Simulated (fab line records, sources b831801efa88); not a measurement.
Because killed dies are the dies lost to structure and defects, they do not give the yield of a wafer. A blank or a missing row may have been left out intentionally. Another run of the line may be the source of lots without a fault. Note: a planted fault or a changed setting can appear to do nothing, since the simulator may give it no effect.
Struck lot and sound lot, side by side | flow gf180mcu | 16 steps out of a route of 602
Sound: these wafers, L518.2, L518.4, L518.5. Struck: wafers L532.1, L532.2, L532.5. The cause is named last.
Per side, at each step with rows, come the tool, then ch with its chambers, and then its first start. Under that, the readings that differ: sound wafers | struck wafers | difference of the means | sigmas: that difference in standard deviations of wafers without a fault.
alike: readings whose means differ by less than 2 such deviations, and words and numbers that are the same on both sides. not compared: withheld readings, readings that some wafer has no value for, bounds like >300 that may hide the same value, and numbers for which the record gives no deviation and whose values overlap.
Wherever a step has rows on one side only, a row that says differs or no value, or a row with sigmas, the two part there. Numbers that don't overlap but have no deviation are shown without sigmas and don't part them. A reading missing from all wafers of one side parts the sides only when that side holds two or more wafers.

first, 1 step without rows for these wafers: GF_HV_LDD_IMPLANT_09.
GF_HV_LDD_STRIP_10: strips in O2/N2.
  sound on plasmaAsher-02 ch 0, day 10 09:26; struck on plasmaAsher-04 ch 0,1, day 14 16:51
reading                  | sound       | struck      | difference | sigmas
drypumpMotorCurrentA (A) | 5.9 5.9 6.0 | 5.2 5.0 5.2 | -0.8       | -2
  alike: heaterPowerW, oesProductAu, stripTimeToEndpointS
  not compared: rfHoursCounterH
GF_HV_LDD_TW_MEAS_11:
  sound: filmMetro-03 at day 10 09:32; struck: filmMetro-04 at day 14 16:57
  alike: HV_LDD_TW
then, 7 steps without rows for these wafers: GF_HV_LDD_DEHYDRATE_12 (time 60 s); GF_HV_LDD_HMDS_13 (prime time 60 s); GF_HV_LDD_COAT_14 (resist thk 1000 nm); GF_HV_LDD_SOFTBAKE_15 (time 60 s); GF_HV_LDD_EXPOSE_16 (exposes mask Pplus LV AREA, target cd 400 nm); GF_HV_LDD_PEB_17; GF_HV_LDD_DEVELOP_18 (develop time 60 s).
GF_HV_LDD_CD_MEAS_19 targets a cd of 400 nm.
  sound: cdSem-02 at day 11 02:41; struck: cdSem-02 at day 15 14:05
  alike: cdNm
GF_HV_LDD_OVL_MEAS_20:
  sound: overlay-01 at day 11 02:48; struck: overlay-01 at day 15 14:13
  alike: HV_LDD_01_OVL
GF_HV_LDD_IMPLANT_21:
  sound on implanter-01 ch 0, day 11 02:51; struck on implanter-03, day 15 14:15
  no value came back on the struck wafers for beamEnergyKeV, beamOnS (s); on the sound wafers beamEnergyKeV reads 25.005 25.013 25.007
GF_HV_LDD_STRIP_22: strips in O2/N2.
  sound on plasmaAsher-03 ch 0,1, day 11 02:59; struck on plasmaAsher-04 ch 0,1, day 15 14:24
reading                  | sound             | struck            | difference | sigmas
stripTimeToEndpointS (s) | 12.67 12.68 12.66 | 12.60 12.56 12.57 | -0.09      | -3
  alike: drypumpMotorCurrentA, heaterPowerW, oesProductAu
  not compared: rfHoursCounterH
GF_HV_LDD_TW_MEAS_23:
  sound: filmMetro-04 at day 11 03:05; struck: filmMetro-03 at day 15 14:30
reading     | sound          | struck   | difference | sigmas
HV_LDD_2_TW | 1047 1045 1050 | 31 31 31 | -1016      | -64
then, 1 step without rows for these wafers: GF_HV_LDD_DEHYDRATE_24 (time 60 s).

## WHERE THEY PART
Last at GF_HV_LDD_TW_MEAS_23 as far as this record goes, first at GF_HV_LDD_STRIP_10.

WHY: whatever the simulator had introduced
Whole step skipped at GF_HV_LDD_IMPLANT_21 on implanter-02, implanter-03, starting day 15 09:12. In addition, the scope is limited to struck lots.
